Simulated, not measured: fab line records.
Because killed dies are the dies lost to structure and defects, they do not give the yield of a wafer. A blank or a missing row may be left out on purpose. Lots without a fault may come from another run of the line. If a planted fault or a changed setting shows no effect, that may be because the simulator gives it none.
Which tool is to blame? / flow gf180mcu / 42 wafers from 14 lots sampled at 5 of the route's 602 steps

WHAT EACH GAUGE READ, for each wafer
GF_V1_THK_MEAS_01. Usual: V1_CVD_00_THK 601 nm, standard deviation 7.4.
lot=L638; measured=day 17 02:10; on=filmMetro-04; V1_CVD_00_THK (nm)=598 601 601; flag=
lot=L640; measured=day 17 19:14; on=filmMetro-02; V1_CVD_00_THK (nm)=600 593 595; flag=
lot=L641; measured=day 18 07:29; on=filmMetro-03; V1_CVD_00_THK (nm)=601 604 600; flag=
lot=L642; measured=day 18 15:13; on=filmMetro-03; V1_CVD_00_THK (nm)=592 589 608; flag=
lot=L643; measured=day 19 01:39; on=filmMetro-02; V1_CVD_00_THK (nm)=611 593 609; flag=
lot=L644; measured=day 19 08:39; on=filmMetro-04; V1_CVD_00_THK (nm)=586 589 584; flag=
lot=L645; measured=day 19 19:19; on=filmMetro-03; V1_CVD_00_THK (nm)=595 595 598; flag=
lot=L646; measured=day 20 05:03; on=filmMetro-02; V1_CVD_00_THK (nm)=602 595 598; flag=
lot=L648; measured=day 21 05:14; on=filmMetro-04; V1_CVD_00_THK (nm)=599 612 596; flag=
lot=L650; measured=day 21 19:43; on=filmMetro-04; V1_CVD_00_THK (nm)=603 597 603; flag=
lot=L654; measured=day 23 00:34; on=filmMetro-02; V1_CVD_00_THK (nm)=604 596 606; flag=
lot=L656; measured=day 23 17:59; on=filmMetro-02; V1_CVD_00_THK (nm)=317 316 319; flag=OFF
lot=L657; measured=day 23 23:22; on=filmMetro-04; V1_CVD_00_THK (nm)=304 300 301; flag=OFF
lot=L661; measured=day 25 09:30; on=filmMetro-02; V1_CVD_00_THK (nm)=602 597 600; flag=

GF_V1_BOW_MEAS_05. Usual: V1_BOW 83 um, standard deviation 7.5.
lot=L638; measured=day 17 02:40; on=filmMetro-03; V1_BOW (um)=90 88 73; flag=
lot=L640; measured=day 17 19:44; on=filmMetro-02; V1_BOW (um)=87 70 76; flag=
lot=L641; measured=day 18 08:00; on=filmMetro-02; V1_BOW (um)=78 86 79; flag=
lot=L642; measured=day 18 15:43; on=filmMetro-02; V1_BOW (um)=82 78 86; flag=
lot=L643; measured=day 19 02:08; on=filmMetro-02; V1_BOW (um)=85 102 88; flag=
lot=L644; measured=day 19 09:08; on=filmMetro-03; V1_BOW (um)=90 75 96; flag=
lot=L645; measured=day 19 19:50; on=filmMetro-02; V1_BOW (um)=91 71 91; flag=
lot=L646; measured=day 20 05:33; on=filmMetro-04; V1_BOW (um)=92 82 89; flag=
lot=L648; measured=day 21 05:44; on=filmMetro-02; V1_BOW (um)=89 76 72; flag=
lot=L650; measured=day 21 20:13; on=filmMetro-03; V1_BOW (um)=89 83 84; flag=
lot=L654; measured=day 23 01:04; on=filmMetro-03; V1_BOW (um)=87 86 76; flag=
lot=L656; measured=day 23 18:29; on=filmMetro-02; V1_BOW (um)=71 78 68; flag=
lot=L657; measured=day 23 23:51; on=filmMetro-02; V1_BOW (um)=65 59 60; flag=
lot=L661; measured=day 25 09:59; on=filmMetro-03; V1_BOW (um)=81 83 98; flag=

GF_V1_OVL_MEAS_15. Usual: V1_OVL -2 nm, standard deviation 6.
lot=L638; measured=day 18 02:27; on=overlay-01; V1_OVL (nm)=-2 -9 3; flag=
lot=L640; measured=day 18 19:21; on=overlay-02; V1_OVL (nm)=7 4 9; flag=
lot=L641; measured=day 19 08:39; on=overlay-01; V1_OVL (nm)=-10 -6 -5; flag=
lot=L642; measured=day 19 16:03; on=overlay-02; V1_OVL (nm)=1 -9 6; flag=
lot=L643; measured=day 20 02:38; on=overlay-01; V1_OVL (nm)=0 -2 1; flag=
lot=L644; measured=day 20 08:29; on=overlay-02; V1_OVL (nm)=-1 4 3; flag=
lot=L645; measured=day 20 19:52; on=overlay-02; V1_OVL (nm)=-5 0 -2; flag=
lot=L646; measured=day 21 06:06; on=overlay-01; V1_OVL (nm)=-6 -1 -6; flag=
lot=L648; measured=day 22 05:12; on=overlay-01; V1_OVL (nm)=-8 -7 -9; flag=
lot=L650; measured=day 22 19:45; on=overlay-01; V1_OVL (nm)=-1 3 -3; flag=
lot=L654; measured=day 23 23:29; on=overlay-01; V1_OVL (nm)=4 10 8; flag=
lot=L656; measured=day 24 17:29; on=overlay-01; V1_OVL (nm)=-12 -2 4; flag=
lot=L657; measured=day 24 22:32; on=overlay-02; V1_OVL (nm)=-8 -5 -15; flag=
lot=L661; measured=day 26 06:58; on=overlay-01; V1_OVL (nm)=7 7 0; flag=

EACH LOT AND THE TOOL THAT RAN IT (in order: tool; ch and the chambers of the sampled wafers; start)
lot=L638; GF_SALICIDE_SPUTTER_03=pvdSputter-02, day 15 02:10; GF_V1_CVD_00=hdpcvd-02 ch 1,2, day 17 02:05
lot=L640; GF_SALICIDE_SPUTTER_03=pvdSputter-02, day 15 18:41; GF_V1_CVD_00=hdpcvd-01 ch 0,1, day 17 19:08
lot=L641; GF_SALICIDE_SPUTTER_03=pvdSputter-03, day 16 05:56; GF_V1_CVD_00=hdpcvd-02 ch 0,2, day 18 07:23
lot=L642; GF_SALICIDE_SPUTTER_03=pvdSputter-02, day 16 13:05; GF_V1_CVD_00=hdpcvd-01 ch 0,1,2, day 18 15:08
lot=L643; GF_SALICIDE_SPUTTER_03=pvdSputter-02, day 16 22:38; GF_V1_CVD_00=hdpcvd-01 ch 0,1,2, day 19 01:35
lot=L644; GF_SALICIDE_SPUTTER_03=pvdSputter-02, day 17 05:35; GF_V1_CVD_00=hdpcvd-01 ch 0,2, day 19 08:35
lot=L645; GF_SALICIDE_SPUTTER_03=pvdSputter-02, day 17 15:47; GF_V1_CVD_00=hdpcvd-02 ch 0,1,2, day 19 19:14
lot=L646; GF_SALICIDE_SPUTTER_03=pvdSputter-03, day 18 02:20; GF_V1_CVD_00=hdpcvd-02 ch 0,2, day 20 04:58
lot=L648; GF_SALICIDE_SPUTTER_03=pvdSputter-02, day 19 01:38; GF_V1_CVD_00=hdpcvd-01 ch 0,1,2, day 21 05:10
lot=L650; GF_SALICIDE_SPUTTER_03=pvdSputter-02, day 19 15:59; GF_V1_CVD_00=hdpcvd-02 ch 0,1,2, day 21 19:38
lot=L654; GF_SALICIDE_SPUTTER_03=pvdSputter-02, day 20 22:23; GF_V1_CVD_00=hdpcvd-02 ch 1,2, day 23 00:30
lot=L656; GF_SALICIDE_SPUTTER_03=pvdSputter-03, day 21 16:08; GF_V1_CVD_00=hdpcvd-02 ch 1,2, day 23 17:55
lot=L657; GF_SALICIDE_SPUTTER_03=pvdSputter-02, day 21 21:26; GF_V1_CVD_00=hdpcvd-02 ch 0,2, day 23 23:17
lot=L661; GF_SALICIDE_SPUTTER_03=pvdSputter-03, day 23 08:10; GF_V1_CVD_00=hdpcvd-01 ch 0,1, day 25 09:25
- GF_SALICIDE_SPUTTER_03: material TiN, target thk 20 nm, time 16.7 s.
- GF_V1_CVD_00: deposits SiO2, target thk 600 nm, time 100 s.

WHAT THE TOOLS THEMSELVES READ (means of the sampled wafers that have a number; where no wafer has one, the mark that the record gives instead)
GF_SALICIDE_SPUTTER_03. Usual: 30.0 % for throttleValvePct, sd 1.
lot=L638; tool=pvdSputter-02; throttleValvePct (%)=30.5; flag=
lot=L640; tool=pvdSputter-02; throttleValvePct (%)=29.3; flag=
lot=L641; tool=pvdSputter-03; throttleValvePct (%)=30.6; flag=
lot=L642; tool=pvdSputter-02; throttleValvePct (%)=29.6; flag=
lot=L643; tool=pvdSputter-02; throttleValvePct (%)=30.0; flag=
lot=L644; tool=pvdSputter-02; throttleValvePct (%)=30.7; flag=
lot=L645; tool=pvdSputter-02; throttleValvePct (%)=29.3; flag=
lot=L646; tool=pvdSputter-03; throttleValvePct (%)=30.4; flag=
lot=L648; tool=pvdSputter-02; throttleValvePct (%)=31.2; flag=
lot=L650; tool=pvdSputter-02; throttleValvePct (%)=30.2; flag=
lot=L654; tool=pvdSputter-02; throttleValvePct (%)=29.9; flag=
lot=L656; tool=pvdSputter-03; throttleValvePct (%)=29.7; flag=
lot=L657; tool=pvdSputter-02; throttleValvePct (%)=30.3; flag=
lot=L661; tool=pvdSputter-03; throttleValvePct (%)=29.6; flag=

GF_V1_CVD_00. Usual: pressureMtorr 6.001 mTorr, standard deviation 0.013; sih4FlowSccm 60.01 sccm, standard deviation 0.17.
lot=L638; tool=hdpcvd-02; pressureMtorr (mTorr)=6.001; sih4FlowSccm (sccm)=60.10; flag=
lot=L640; tool=hdpcvd-01; pressureMtorr (mTorr)=5.989; sih4FlowSccm (sccm)=60.13; flag=
lot=L641; tool=hdpcvd-02; pressureMtorr (mTorr)=5.999; sih4FlowSccm (sccm)=59.90; flag=
lot=L642; tool=hdpcvd-01; pressureMtorr (mTorr)=6.011; sih4FlowSccm (sccm)=60.02; flag=
lot=L643; tool=hdpcvd-01; pressureMtorr (mTorr)=5.991; sih4FlowSccm (sccm)=59.80; flag=
lot=L644; tool=hdpcvd-01; pressureMtorr (mTorr)=6.011; sih4FlowSccm (sccm)=59.88; flag=
lot=L645; tool=hdpcvd-02; pressureMtorr (mTorr)=6.006; sih4FlowSccm (sccm)=59.91; flag=
lot=L646; tool=hdpcvd-02; pressureMtorr (mTorr)=6.003; sih4FlowSccm (sccm)=60.11; flag=
lot=L648; tool=hdpcvd-01; pressureMtorr (mTorr)=6.012; sih4FlowSccm (sccm)=59.81; flag=
lot=L650; tool=hdpcvd-02; pressureMtorr (mTorr)=5.999; sih4FlowSccm (sccm)=60.00; flag=
lot=L654; tool=hdpcvd-02; pressureMtorr (mTorr)=5.993; sih4FlowSccm (sccm)=60.08; flag=
lot=L656; tool=hdpcvd-02; pressureMtorr (mTorr)=5.991; sih4FlowSccm (sccm)=30.04; flag=OFF
lot=L657; tool=hdpcvd-02; pressureMtorr (mTorr)=6.016; sih4FlowSccm (sccm)=29.99; flag=OFF
lot=L661; tool=hdpcvd-01; pressureMtorr (mTorr)=6.005; sih4FlowSccm (sccm)=59.98; flag=

THE ANSWER, worked out from the rows above alone
Rule: take the mean of a lot's wafers that have a number; if it is more than 3 standard deviations from the usual mean, the lot is off. Also off: a lot with no number at a reading for which 4 or more lots have one. All remaining lots with rows at the step are treated as sound. The gauges are gone through in route order, then the tools' own readings, and for those a lot's mean is taken as printed above. At the first step where some lot is off, the reading lying furthest off is the one used; lots without a number count as furthest.
Off: at GF_V1_THK_MEAS_01 (V1_CVD_00_THK), L656, L657.
If a tool, at a process step before that reading, ran all the lots that are off and no sound lot after the first of them, it fits. Not tried: the gauges at GF_V1_THK_MEAS_01; whatever is off there is also off at GF_V1_CVD_00, on other tools, and gauge error can't account for it. One candidate fits, namely hdpcvd-02 at GF_V1_CVD_00. A fault onset in the window from L654 (day 23 00:30, its last sound lot) to L656 (day 23 17:55, its first lot off) fits.
The tool's own readings at GF_V1_CVD_00 bear it out: on the lots that are off they differ by more than 5 times the standard deviation of the sound lots' means. sih4FlowSccm reads 30.02 sccm there against 59.98 sccm on the sound lots.

WHAT WAS PUT IN BY THE SIMULATOR
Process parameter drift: hdpcvd-02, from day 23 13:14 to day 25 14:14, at GF_V1_CVD_00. Setting sih4FlowSccm, moved by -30, from 60. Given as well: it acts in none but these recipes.
Struck lots among those shown: L656, L657. The rule above found the same.
